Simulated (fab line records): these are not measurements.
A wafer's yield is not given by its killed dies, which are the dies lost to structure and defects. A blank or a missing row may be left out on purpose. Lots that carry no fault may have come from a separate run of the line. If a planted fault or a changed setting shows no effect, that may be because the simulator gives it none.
fab line records | flow sky130 | part 1 of 2: steps 1 to 29 of 43
record lots=5 | wafers=15 | last-day=51
route steps=708 shown GATE_OXIDE@203 POLY_GATE@204 RES_PROTECT@206 LDD_N@237
lots that met no fault: taken from a fault-free run of the same line
start-h: hours from the record's first day to the start of the lot's first wafer shown | wait-h: hours since the lot's step before | " the same as in the row above | L1.1+2: a row that stands for several wafers | - no value, or no start given | * or withheld: withheld | < > ~ a bound
route shown NAME@n: a module of which the file shows steps, and the number in the route of the first | usual: mean/standard deviation taken from wafers without a fault | same: alike in all rows | chamber/n: place in a boat | sites: the reading at each site | _std_site: standard deviation across them | _edge_site: inner sites' mean taken away from outer sites' mean | radius-mm: how far each site lies from the wafer's centre | mask NAME#n: copy n | behind: tool/chamber where the wafer was last shaped | hold: what put the lot on hold/how long, in hours/how the hold closed | device: whichever transistor did not switch (one of n, p or np) | end of line: tests of these same wafers at the route's end | a step given without rows: its recipe and nothing more | killed: the dies lost at the first sort to structure and to defects; this is not the yield of the wafer | map: a wafer's dies, marking killed ones x, the rest . and places with no die _
set.NAME: the setting as run; set.NAME@STEP: as run at that earlier step | model.NAME: the simulator's own value behind a step, which no gauge read
lots at selected steps of the route; one table per step, one row per wafer
services: the hour from which a tool's chamber was out of use, counted from the record's first day as start-h (under 0 if before that day), plus the number of hours and why
## steps
# step SKY_GATE_OXIDE_OXIDATION_16
# recipe temp-c=800 | ambient=O2 | idle-temp-c=700 | ramp-up-c-per-min=10 | ramp-down-c-per-min=3 | stabilise-s=600 | purge-s=300 | target-thk-a=35.7 | ox-time-s=1915
# usual tube-center-temp-C=799.99/0.072
lot.wafer | tool       | chamber | start-h | wait-h | tube-center-temp-C
L080.1    | furnace-02 | 0       | 373.30  | 0.0    | 800.01
L080.3    | "          | 0       | "       | "      | 799.97
L080.4    | "          | 0       | "       | "      | 800.05
L085.2    | furnace-02 | 0       | 409.27  | 0.6    | 800.03
L085.3    | "          | 0       | "       | "      | 799.98
L085.4    | "          | 0       | "       | "      | 799.94
L089.1    | furnace-02 | 0       | 456.22  | 0.6    | 799.99
L089.2    | "          | 0       | "       | "      | 800.06
L089.4    | "          | 0       | "       | "      | 800.03
L093.2    | furnace-02 | 0       | 480.32  | 0.0    | 799.91
L093.5    | "          | 0       | "       | "      | 800.09
L093.6    | "          | 0       | "       | "      | 800.02
L094.1    | furnace-01 | 0       | 486.92  | 1.1    | 800.18
L094.3    | "          | 0       | "       | "      | 799.98
L094.5    | "          | 0       | "       | "      | 800
# step SKY_POLY_GATE_CVD_00
# recipe material=poly-Si | target-thk-nm=180 | temp-c=620 | time-s=720 | pressure-mtorr=200
# usual pressure-mtorr=200.0/0.37
# same time-s=720
lot.wafer | tool     | chamber | start-h | wait-h | pressure-mtorr
L080.1    | lpcvd-01 | 1       | 374.83  | 0.0    | 199.9
L080.3    | "        | 1       | "       | "      | 200.3
L080.4    | "        | 1       | "       | "      | 199.6
L085.2    | lpcvd-01 | 1       | 410.81  | 0.0    | 200.2
L085.3    | "        | 1       | "       | "      | 200.4
L085.4    | "        | 1       | "       | "      | 200.6
L089.1    | lpcvd-01 | 1       | 457.75  | 0.0    | 200.2
L089.2    | "        | 1       | "       | "      | 199.6
L089.4    | "        | 1       | "       | "      | 199.9
L093.2    | lpcvd-01 | 0       | 505.52  | 23.7   | 200.4
L093.5    | "        | 0       | "       | "      | 199.7
L093.6    | "        | 0       | "       | "      | 199.6
L094.1    | lpcvd-01 | 1       | 505.52  | 17.1   | 199.8
L094.3    | "        | 1       | "       | "      | 199.8
L094.5    | "        | 1       | "       | "      | 200.2
# step SKY_POLY_GATE_THK_MEAS_01
# recipe reads=poly-Si_of_POLY_GATE_CVD_00
# usual POLY_GATE_CVD_00_THK=180.9/1.9
lot.wafer | tool          | chamber | start-h | wait-h | POLY_GATE_CVD_00_THK[nm]
L080.1    | film-metro-03 | -       | 376.03  | 0.0    | 180.6
L080.3    | "             | -       | "       | "      | 180.2
L080.4    | "             | -       | "       | "      | 180.7
L085.2    | film-metro-04 | -       | 412.62  | 0.0    | 181.6
L085.3    | "             | -       | "       | "      | 180.0
L085.4    | "             | -       | "       | "      | 181.8
L089.1    | film-metro-02 | -       | 458.95  | 0.0    | 179.6
L089.2    | "             | -       | "       | "      | 179.8
L089.4    | "             | -       | "       | "      | 180.2
L094.1    | film-metro-04 | -       | 506.77  | 0.0    | 182.1
L094.3    | "             | -       | "       | "      | 181.1
L094.5    | "             | -       | "       | "      | 181.5
L093.2    | film-metro-03 | -       | 506.79  | 0.1    | 182.0
L093.5    | "             | -       | "       | "      | 184.5
L093.6    | "             | -       | "       | "      | 185.3
# step SKY_RES_PROTECT_DEHYDRATE_00
# recipe temp-c=200 | time-s=60
# same time-s=60
lot.wafer  | tool           | chamber | start-h | wait-h
L080.1+3+4 | litho-track-04 | 0       | 389.76  | 13.7
L085.2+3+4 | litho-track-01 | 0       | 426.81  | 14.2
L089.1+2+4 | litho-track-04 | 0       | 473.41  | 14.5
L094.1+3+5 | litho-track-01 | 0       | 521.49  | 14.7
L093.2+5+6 | litho-track-03 | 0       | 522.00  | 15.2
# step SKY_RES_PROTECT_HMDS_01
# recipe prime-time-s=60 | prime-temp-c=120
lot.wafer  | tool           | chamber | start-h | wait-h
L080.1+3+4 | litho-track-04 | 0       | 389.91  | 0.1
L085.2+3+4 | litho-track-01 | 0       | 426.96  | 0.1
L089.1+2+4 | litho-track-04 | 0       | 473.56  | 0.1
L094.1+3+5 | litho-track-01 | 0       | 521.64  | 0.1
L093.2+5+6 | litho-track-03 | 0       | 522.15  | 0.1
# step SKY_RES_PROTECT_COAT_02
# recipe resist=NOVOLAK | spin-rpm=3000 | resist-thk-nm=1140
lot.wafer  | tool           | chamber | start-h | wait-h
L080.1+3+4 | litho-track-04 | 0       | 390.06  | 0.1
L085.2+3+4 | litho-track-01 | 0       | 427.11  | 0.1
L089.1+2+4 | litho-track-04 | 0       | 473.71  | 0.1
L094.1+3+5 | litho-track-01 | 0       | 521.79  | 0.1
L093.2+5+6 | litho-track-03 | 0       | 522.30  | 0.1
# step SKY_RES_PROTECT_SOFTBAKE_03
# recipe temp-c=90 | time-s=60 | resist=NOVOLAK
# same time-s=60
lot.wafer  | tool           | chamber | start-h | wait-h
L080.1+3+4 | litho-track-04 | 0       | 390.21  | 0.1
L085.2+3+4 | litho-track-01 | 0       | 427.26  | 0.1
L089.1+2+4 | litho-track-04 | 0       | 473.86  | 0.1
L094.1+3+5 | litho-track-01 | 0       | 521.94  | 0.1
L093.2+5+6 | litho-track-03 | 0       | 522.45  | 0.1
# step SKY_RES_PROTECT_EXPOSE_04
# recipe mask-id=RPM | na=0.6 | source-shape=conventional | sigma-outer=0.6 | polarization=unpolarized | target-cd-nm=1270 | dose-mj=131
lot.wafer  | tool             | chamber | start-h | wait-h | mask
L080.1+3+4 | iline-stepper-02 | 0       | -       | -      | RPM#0
L085.2+3+4 | iline-stepper-01 | 0       | -       | -      | RPM#0
L089.1+2+4 | iline-stepper-02 | 0       | -       | -      | RPM#0
L094.1+3+5 | iline-stepper-02 | 0       | -       | -      | RPM#0
L093.2+5+6 | iline-stepper-02 | 0       | -       | -      | RPM#0
# step SKY_RES_PROTECT_PEB_05
# recipe temp-c=withheld | time-s=* | resist=NOVOLAK
# same time-s=*
lot.wafer  | tool           | chamber | start-h | wait-h
L080.1+3+4 | litho-track-04 | 0       | -       | -
L085.2+3+4 | litho-track-03 | 0       | -       | -
L089.1+2+4 | litho-track-04 | 0       | -       | -
L094.1+3+5 | litho-track-01 | 0       | -       | -
L093.2+5+6 | litho-track-04 | 0       | -       | -
# step SKY_RES_PROTECT_DEVELOP_06
# recipe resist=NOVOLAK | developer=TMAH | develop-time-s=60 | dev-temp-c=23
lot.wafer  | tool           | chamber | start-h | wait-h
L080.1+3+4 | litho-track-04 | 0       | 404.91  | 0.1
L085.2+3+4 | litho-track-03 | 0       | 441.75  | 0.1
L089.1+2+4 | litho-track-04 | 0       | 489.06  | 0.1
L094.1+3+5 | litho-track-01 | 0       | 536.39  | 0.1
L093.2+5+6 | litho-track-04 | 0       | 536.74  | 0.1
# step SKY_POLY_GATE_IMPLANT_02
# recipe species=P | energy-kev=30 | dose-cm2=7.7e+15 | tilt-deg=0
# usual faraday-current-uA=12618/490
lot.wafer | tool         | chamber | start-h | wait-h | faraday-current-uA
L080.1    | implanter-03 | 0       | 405.06  | 0.1    | 12808
L080.3    | "            | 0       | "       | "      | 13100
L080.4    | "            | 0       | "       | "      | 13051
L085.2    | implanter-02 | 0       | 441.90  | 0.1    | 12615
L085.3    | "            | 0       | "       | "      | 12794
L085.4    | "            | 0       | "       | "      | 12917
L089.1    | implanter-03 | 0       | 489.21  | 0.1    | 13292
L089.2    | "            | 0       | "       | "      | 13071
L089.4    | "            | 0       | "       | "      | 12936
L094.1    | implanter-03 | 0       | 536.54  | 0.1    | 12625
L094.3    | "            | 0       | "       | "      | 12780
L094.5    | "            | 0       | "       | "      | 12448
L093.2    | implanter-02 | 0       | 536.89  | 0.1    | 12569
L093.5    | "            | 0       | "       | "      | 12940
L093.6    | "            | 0       | "       | "      | 13122
# step SKY_RES_PROTECT_STRIP_07
# recipe chemistry=O2/N2 | power-w=1400 | pressure-mtorr=1500 | platen-temp-c=withheld | o2-flow-sccm=3000 | n2-flow-sccm=300 | overash-fraction=0.5
# usual drypump-motor-current-A=6.0/0.51 | oes-product-au=0.518/0.0045 | strip-time-to-endpoint-s=23.30/0.051
lot.wafer | tool            | chamber | start-h | wait-h | drypump-motor-current-A | oes-product-au | rf-hours-counter-h | strip-time-to-endpoint-s
L080.1    | plasma-asher-01 | 0       | 405.21  | 0.1    | 6.4                     | 0.512          | 29                 | 23.30
L080.3    | "               | 1       | "       | "      | 6.5                     | 0.515          | -                  | 23.30
L080.4    | "               | 0       | "       | "      | 6.4                     | 0.524          | -                  | 23.31
L085.2    | plasma-asher-03 | 1       | 442.02  | 0.1    | 6.4                     | 0.516          | 58                 | 23.18
L085.3    | "               | 0       | "       | "      | 5.3                     | 0.521          | -                  | 23.21
L085.4    | "               | 1       | "       | "      | 6.4                     | 0.524          | -                  | 23.25
L089.1    | plasma-asher-03 | 1       | 489.36  | 0.1    | 6.4                     | 0.522          | 63                 | 23.39
L089.2    | "               | 0       | "       | "      | 5.3                     | 0.519          | 63                 | 23.38
L089.4    | "               | 1       | "       | "      | 6.4                     | 0.516          | -                  | 23.39
L094.1    | plasma-asher-01 | 1       | 536.69  | 0.1    | 6.5                     | 0.515          | 43                 | 23.30
L094.3    | "               | 0       | "       | "      | 6.4                     | 0.522          | -                  | 23.25
L094.5    | "               | 0       | "       | "      | 6.4                     | 0.515          | -                  | 23.28
L093.2    | plasma-asher-02 | 0       | 537.01  | 0.1    | 5.4                     | 0.515          | 10                 | 23.30
L093.5    | "               | 1       | "       | "      | 5.4                     | 0.526          | -                  | 23.29
L093.6    | "               | 0       | "       | "      | 5.5                     | 0.519          | -                  | 23.35
# step SKY_RES_PROTECT_TW_MEAS_08
# usual POLY_GATE_TW=4047/47
lot.wafer | tool          | chamber | start-h | wait-h | POLY_GATE_TW
L080.1    | film-metro-02 | -       | 405.31  | 0.1    | 4066
L080.3    | "             | -       | "       | "      | 4072
L080.4    | "             | -       | "       | "      | 4078
L085.2    | film-metro-02 | -       | 442.13  | 0.1    | 4073
L085.3    | "             | -       | "       | "      | 4069
L085.4    | "             | -       | "       | "      | 4060
L089.1    | film-metro-01 | -       | 489.46  | 0.1    | 3991
L089.2    | "             | -       | "       | "      | 3993
L089.4    | "             | -       | "       | "      | 4004
L094.1    | film-metro-01 | -       | 536.79  | 0.1    | 3961
L094.3    | "             | -       | "       | "      | 3972
L094.5    | "             | -       | "       | "      | 3976
L093.2    | film-metro-01 | -       | 537.12  | 0.1    | 3983
L093.5    | "             | -       | "       | "      | 3978
L093.6    | "             | -       | "       | "      | 3974
# step SKY_RES_PROTECT_CLEAN_09
# recipe chemistry=SC1/SC2 | mix=1:4:20 | temp-c=70 | time-s=150 | dry=n2-spin
# same time-s=150
lot.wafer  | tool         | chamber | start-h | wait-h
L080.1+3+4 | wet-bench-02 | 0       | 405.37  | 0.1
L085.2+3+4 | wet-bench-02 | 2       | 442.18  | 0.0
L089.1+2+4 | wet-bench-03 | 0       | 489.52  | 0.1
L094.1+3+5 | wet-bench-02 | 1       | 536.85  | 0.1
L093.2+5+6 | wet-bench-03 | 2       | 537.17  | 0.0
# step SKY_POLY_GATE_CVD_03
# recipe material=Si3N4 | precursor=DCS/NH3 | target-thk-nm=75 | temp-c=770 | time-s=1290 | pressure-mtorr=250
# usual pressure-mtorr=249.9/0.51
# same time-s=1290
lot.wafer | tool     | chamber | start-h | wait-h | pressure-mtorr
L080.1    | lpcvd-02 | 0       | 406.69  | 1.3    | 249.4
L080.3    | "        | 0       | "       | "      | 249.7
L080.4    | "        | 0       | "       | "      | 249.1
L085.2    | lpcvd-02 | 0       | 442.23  | 0.0    | 250.5
L085.3    | "        | 0       | "       | "      | 249.3
L085.4    | "        | 0       | "       | "      | 249.8
L089.1    | lpcvd-02 | 1       | 489.57  | 0.0    | 249.8
L089.2    | "        | 1       | "       | "      | 251.0
L089.4    | "        | 1       | "       | "      | 249.3
L093.2    | lpcvd-02 | 0       | 537.71  | 0.5    | 250.3
L093.5    | "        | 0       | "       | "      | 249.3
L093.6    | "        | 0       | "       | "      | 250.4
L094.1    | lpcvd-02 | 1       | 537.71  | 0.8    | 250.3
L094.3    | "        | 1       | "       | "      | 250.5
L094.5    | "        | 1       | "       | "      | 250.2
# step SKY_POLY_GATE_THK_MEAS_04
# recipe reads=Si3N4_of_POLY_GATE_CVD_03
# usual POLY_GATE_CVD_03_THK=75.3/0.66
lot.wafer | tool          | chamber | start-h | wait-h | POLY_GATE_CVD_03_THK[nm]
L080.1    | film-metro-03 | -       | 408.73  | 0.0    | 75.1
L080.3    | "             | -       | "       | "      | 74.7
L080.4    | "             | -       | "       | "      | 75.0
L085.2    | film-metro-04 | -       | 443.60  | 0.0    | 76.1
L085.3    | "             | -       | "       | "      | 76.4
L085.4    | "             | -       | "       | "      | 76.0
L089.1    | film-metro-02 | -       | 491.61  | 0.0    | 75.7
L089.2    | "             | -       | "       | "      | 75.8
L089.4    | "             | -       | "       | "      | 75.6
L094.1    | film-metro-02 | -       | 539.07  | 0.0    | 75.2
L094.3    | "             | -       | "       | "      | 74.8
L094.5    | "             | -       | "       | "      | 75.5
L093.2    | film-metro-04 | -       | 539.14  | 0.1    | 75.5
L093.5    | "             | -       | "       | "      | 75.2
L093.6    | "             | -       | "       | "      | 75.1
# step SKY_POLY_GATE_DEHYDRATE_05
# recipe temp-c=200 | time-s=60
# same time-s=60
lot.wafer  | tool           | chamber | start-h | wait-h
L080.1+3+4 | litho-track-04 | 0       | 422.96  | 14.2
L085.2+3+4 | litho-track-02 | 0       | 458.87  | 15.3
L089.1+2+4 | litho-track-02 | 0       | 505.60  | 14.0
L094.1+3+5 | litho-track-02 | 0       | 554.05  | 15.0
L093.2+5+6 | litho-track-04 | 0       | 554.54  | 15.4
# step SKY_POLY_GATE_HMDS_06
# recipe prime-time-s=60 | prime-temp-c=120
lot.wafer  | tool           | chamber | start-h | wait-h
L080.1+3+4 | litho-track-04 | 0       | 423.11  | 0.1
L085.2+3+4 | litho-track-02 | 0       | 459.02  | 0.1
L089.1+2+4 | litho-track-02 | 0       | 505.75  | 0.1
L094.1+3+5 | litho-track-02 | 0       | 554.20  | 0.1
L093.2+5+6 | litho-track-04 | 0       | 554.69  | 0.1
# step SKY_POLY_GATE_COAT_07
# recipe resist=BARC | temp-c=withheld | time-s=withheld | spin-rpm=3000 | resist-thk-nm=110
lot.wafer  | tool           | chamber | start-h | wait-h
L080.1+3+4 | litho-track-04 | 0       | 423.26  | 0.1
L085.2+3+4 | litho-track-02 | 0       | 459.17  | 0.1
L089.1+2+4 | litho-track-02 | 0       | 505.90  | 0.1
L094.1+3+5 | litho-track-02 | 0       | 554.35  | 0.1
L093.2+5+6 | litho-track-04 | 0       | 554.84  | 0.1
# step SKY_POLY_GATE_COAT_08
# recipe resist=KrF-thick | spin-rpm=3000 | resist-thk-nm=450
lot.wafer  | tool           | chamber | start-h | wait-h
L080.1+3+4 | litho-track-04 | 0       | -       | -
L085.2+3+4 | litho-track-02 | 0       | -       | -
L089.1+2+4 | litho-track-02 | 0       | -       | -
L094.1+3+5 | litho-track-02 | 0       | -       | -
L093.2+5+6 | litho-track-04 | 0       | -       | -
# step SKY_POLY_GATE_SOFTBAKE_09
# recipe temp-c=100 | time-s=90 | resist=KrF-thick
# same time-s=90
lot.wafer  | tool           | chamber | start-h | wait-h
L080.1+3+4 | litho-track-04 | 0       | -       | -
L085.2+3+4 | litho-track-02 | 0       | -       | -
L089.1+2+4 | litho-track-02 | 0       | -       | -
L094.1+3+5 | litho-track-02 | 0       | -       | -
L093.2+5+6 | litho-track-04 | 0       | -       | -
# step SKY_POLY_GATE_EXPOSE_10
# recipe mask-id=P1M | na=0.68 | source-shape=conventional | sigma-outer=0.6 | target-cd-nm=150 | dose-mj=28
lot.wafer  | tool           | chamber | start-h | wait-h | mask
L080.1+3+4 | krf-scanner-02 | 0       | -       | -      | P1M#0
L085.2+3+4 | krf-scanner-02 | 0       | -       | -      | P1M#0
L089.1+2+4 | krf-scanner-02 | 0       | -       | -      | P1M#0
L094.1+3+5 | krf-scanner-01 | 0       | -       | -      | P1M#0
L093.2+5+6 | krf-scanner-01 | 0       | -       | -      | P1M#0
# step SKY_POLY_GATE_PEB_11
# recipe peb-temp-c=withheld | peb-time-s=withheld | resist=KrF-thick
lot.wafer  | tool           | chamber | start-h | wait-h
L080.1+3+4 | litho-track-02 | 0       | -       | -
L085.2+3+4 | litho-track-03 | 0       | -       | -
L089.1+2+4 | litho-track-02 | 0       | -       | -
L094.1+3+5 | litho-track-04 | 0       | -       | -
L093.2+5+6 | litho-track-04 | 0       | -       | -
# step SKY_POLY_GATE_DEVELOP_12
# recipe develop-time-s=60 | resist=KrF-thick | dev-temp-c=21
lot.wafer  | tool           | chamber | start-h | wait-h
L080.1+3+4 | litho-track-02 | 0       | -       | -
L085.2+3+4 | litho-track-03 | 0       | -       | -
L089.1+2+4 | litho-track-02 | 0       | -       | -
L094.1+3+5 | litho-track-04 | 0       | -       | -
L093.2+5+6 | litho-track-04 | 0       | -       | -
# step SKY_POLY_GATE_CD_MEAS_13
# recipe target-cd-nm=150
# usual cd-nm=149.5/1.2
lot.wafer | tool      | chamber | start-h | wait-h | cd-nm
L080.1    | cd-sem-02 | -       | 438.70  | -      | 147.7
L080.3    | "         | -       | "       | "      | 148.5
L080.4    | "         | -       | "       | "      | 148.0
L085.2    | cd-sem-02 | -       | 474.09  | -      | 150.6
L085.3    | "         | -       | "       | "      | 150.8
L085.4    | "         | -       | "       | "      | 151.4
L089.1    | cd-sem-02 | -       | 520.95  | -      | 149.9
L089.2    | "         | -       | "       | "      | 150.2
L089.4    | "         | -       | "       | "      | 148.9
L094.1    | cd-sem-01 | -       | 569.71  | -      | 151.3
L094.3    | "         | -       | "       | "      | 151.5
L094.5    | "         | -       | "       | "      | 151.5
L093.2    | cd-sem-01 | -       | 570.08  | -      | 149.3
L093.5    | "         | -       | "       | "      | 150.8
L093.6    | "         | -       | "       | "      | 150.4
# step SKY_POLY_GATE_OVL_MEAS_14
# usual POLY_GATE_OVL=0/4.9
lot.wafer | tool       | chamber | start-h | wait-h | POLY_GATE_OVL[nm]
L080.1    | overlay-02 | -       | 438.82  | 0.1    | -1
L080.3    | "          | -       | "       | "      | -4
L080.4    | "          | -       | "       | "      | 0
L085.2    | overlay-01 | -       | 474.20  | 0.1    | 9
L085.3    | "          | -       | "       | "      | 4
L085.4    | "          | -       | "       | "      | 6
L089.1    | overlay-01 | -       | 521.07  | 0.1    | -6
L089.2    | "          | -       | "       | "      | 3
L089.4    | "          | -       | "       | "      | -5
L094.1    | overlay-01 | -       | 569.83  | 0.1    | -2
L094.3    | "          | -       | "       | "      | -4
L094.5    | "          | -       | "       | "      | 1
L093.2    | overlay-01 | -       | 570.19  | 0.1    | 5
L093.5    | "          | -       | "       | "      | 6
L093.6    | "          | -       | "       | "      | 4
# step SKY_POLY_GATE_ETCH_15
# recipe chemistry=N2/H2 | target=BARC | ion-energy-ev=200 | source-w=500 | bias-w=100 | pressure-mtorr=30 | n2-flow-sccm=100 | h2-flow-sccm=200 | stop-on=SiO2 | time-s=118.5 | target-depth-a=1100
# usual drypump-motor-current-A=5.7/0.42 | oes-product-au=0.716/0.0047 | rf-fwd-power-W=497.3/1.8 | throttle-valve-pct=13.213/0.0089
# same time-s=118.5
lot.wafer | tool        | chamber | start-h | wait-h | drypump-motor-current-A | oes-product-au | rf-fwd-power-W | rf-hours-counter-h | throttle-valve-pct
L080.1    | rie-diel-03 | 0       | 438.85  | 0.0    | 5.7                     | 0.723          | 496.3          | 14                 | 13.232
L080.3    | "           | 1       | "       | "      | 5.5                     | 0.723          | 498.7          | 2                  | 13.207
L080.4    | "           | 2       | "       | "      | 6.4                     | 0.722          | 496.3          | 16                 | 13.207
L085.2    | rie-diel-02 | 2       | 474.23  | 0.0    | 4.9                     | 0.703          | 497.0          | 5                  | 13.217
L085.3    | "           | 1       | "       | "      | 5.5                     | 0.713          | 500.4          | 2                  | 13.220
L085.4    | "           | 3       | "       | "      | 5.8                     | 0.725          | 498.5          | 16                 | 13.217
L089.1    | rie-diel-03 | 3       | 521.10  | 0.0    | 5.8                     | 0.717          | 494.6          | 72                 | 13.208
L089.2    | "           | 2       | "       | "      | 6.3                     | 0.716          | 495.1          | 17                 | 13.222
L089.4    | "           | 1       | "       | "      | 5.5                     | 0.720          | 499.7          | 4                  | 13.202
L094.1    | rie-diel-02 | 2       | 569.87  | 0.0    | 4.9                     | 0.715          | 496.4          | 7                  | 13.210
L094.3    | "           | 3       | "       | "      | 5.8                     | 0.712          | 495.2          | 17                 | 13.237
L094.5    | "           | 2       | "       | "      | 4.9                     | 0.721          | 497.6          | -                  | 13.201
L093.2    | rie-diel-01 | 1       | 570.22  | 0.0    | 5.0                     | 0.717          | 494.1          | 7                  | 13.213
L093.5    | "           | 3       | "       | "      | 5.6                     | 0.721          | 494.7          | -                  | 13.221
L093.6    | "           | 0       | "       | "      | 6.0                     | 0.714          | 493.3          | -                  | 13.212
# step SKY_POLY_GATE_ETCH_16
# recipe stop-on=poly-Si | chemistry=CH3F/O2 | target=Si3N4 | source-w=400 | bias-w=80 | pressure-mtorr=25 | ch3f-flow-sccm=40 | O2_flow_sccm=30 | time-s=147.5 | target-depth-a=750
# usual drypump-motor-current-A=5.7/0.42 | oes-product-au=0.640/0.0057 | rf-fwd-power-W=398.3/1.3 | throttle-valve-pct=10.536/0.0082
# same time-s=147.5
lot.wafer | tool        | chamber | start-h | wait-h | drypump-motor-current-A | oes-product-au | rf-fwd-power-W | rf-hours-counter-h | throttle-valve-pct
L080.1    | rie-diel-03 | 0       | 438.93  | 0.0    | 5.7                     | 0.642          | 397.0          | 14                 | 10.546
L080.3    | "           | 1       | "       | "      | 5.5                     | 0.642          | 400.3          | 2                  | 10.534
L080.4    | "           | 2       | "       | "      | 6.4                     | 0.640          | 398.0          | 16                 | 10.541
L085.2    | rie-diel-02 | 2       | 474.31  | 0.0    | 4.9                     | 0.639          | 400.0          | 5                  | 10.543
L085.3    | "           | 1       | "       | "      | 5.5                     | 0.641          | 398.9          | 2                  | 10.539
L085.4    | "           | 3       | "       | "      | 5.8                     | 0.649          | 397.7          | 16                 | 10.539
L089.1    | rie-diel-03 | 3       | 521.18  | 0.0    | 5.8                     | 0.649          | 398.3          | 72                 | 10.532
L089.2    | "           | 2       | "       | "      | 6.3                     | 0.642          | 396.5          | 18                 | 10.536
L089.4    | "           | 1       | "       | "      | 5.5                     | 0.640          | 400.1          | 4                  | 10.527
L094.1    | rie-diel-02 | 2       | 569.95  | 0.0    | 4.9                     | 0.646          | 399.3          | 7                  | 10.530
L094.3    | "           | 3       | "       | "      | 5.8                     | 0.638          | 397.7          | 17                 | 10.543
L094.5    | "           | 2       | "       | "      | 4.9                     | 0.639          | 398.5          | -                  | 10.531
L093.2    | rie-diel-01 | 1       | 570.30  | 0.0    | 5.0                     | 0.644          | 395.6          | 7                  | 10.540
L093.5    | "           | 3       | "       | "      | 5.6                     | 0.641          | 400.9          | -                  | 10.526
L093.6    | "           | 0       | "       | "      | 5.9                     | 0.640          | 399.2          | -                  | 10.536
# step SKY_POLY_GATE_ETCH_17
# recipe target-depth-nm=180 | stop-on=SiO2 | over-etch-frac=0.56667 | chemistry=HBr/Cl2 | target=poly-Si | icp-w=400 | bias-w=100 | pressure-mtorr=10 | HBr_flow_sccm=150 | Cl2_flow_sccm=50 | time-s=70.5
# usual drypump-motor-current-A=5.9/0.54 | he-backside-leak-sccm=2.78/0.18 | oes-product-au=0.990/0.0074 | rf-fwd-power-W=397.0/1.3 | throttle-valve-pct=33.685/0.0091
# same time-s=70.5
lot.wafer | tool      | chamber | start-h | wait-h | drypump-motor-current-A | he-backside-leak-sccm | oes-product-au | rf-fwd-power-W | rf-hours-counter-h | throttle-valve-pct
L080.1    | rie-si-01 | 1       | 439.03  | 0.0    | 5.0                     | 2.74                  | 0.991          | 396.1          | 5                  | 33.685
L080.3    | "         | 3       | "       | "      | 6.0                     | 2.87                  | 0.992          | 395.2          | 2                  | 33.674
L080.4    | "         | 2       | "       | "      | 6.2                     | 2.45                  | 0.984          | 398.3          | 4                  | 33.691
L085.2    | rie-si-02 | 1       | 474.41  | 0.0    | 6.3                     | 3.06                  | 0.996          | 398.8          | 4                  | 33.689
L085.3    | "         | 0       | "       | "      | 5.3                     | 2.58                  | 0.989          | 399.0          | 43                 | 33.681
L085.4    | "         | 0       | "       | "      | 5.3                     | 2.54                  | 0.995          | 398.9          | -                  | 33.686
L089.1    | rie-si-02 | 0       | 521.28  | 0.0    | 5.2                     | 2.60                  | 0.983          | 397.7          | 43                 | 33.681
L089.2    | "         | 2       | "       | "      | 5.8                     | 2.66                  | 0.991          | 398.3          | 0                  | 33.691
L089.4    | "         | 1       | "       | "      | 6.4                     | 2.81                  | 0.987          | 394.6          | 4                  | 33.667
L094.1    | rie-si-01 | 2       | 570.05  | 0.0    | 6.3                     | 2.81                  | 0.999          | 396.7          | 4                  | 33.677
L094.3    | "         | 3       | "       | "      | 6.0                     | 2.88                  | 0.987          | 396.6          | 2                  | 33.682
L094.5    | "         | 1       | "       | "      | 5.0                     | 2.66                  | 0.988          | 397.3          | -                  | 33.692
L093.2    | rie-si-02 | 2       | 570.40  | 0.0    | 5.8                     | 2.65                  | 0.994          | 398.5          | 1                  | 33.699
L093.5    | "         | 0       | "       | "      | 5.3                     | 2.57                  | 0.991          | 396.0          | -                  | 33.679
L093.6    | "         | 3       | "       | "      | 6.8                     | 2.85                  | 0.999          | 397.8          | -                  | 33.686
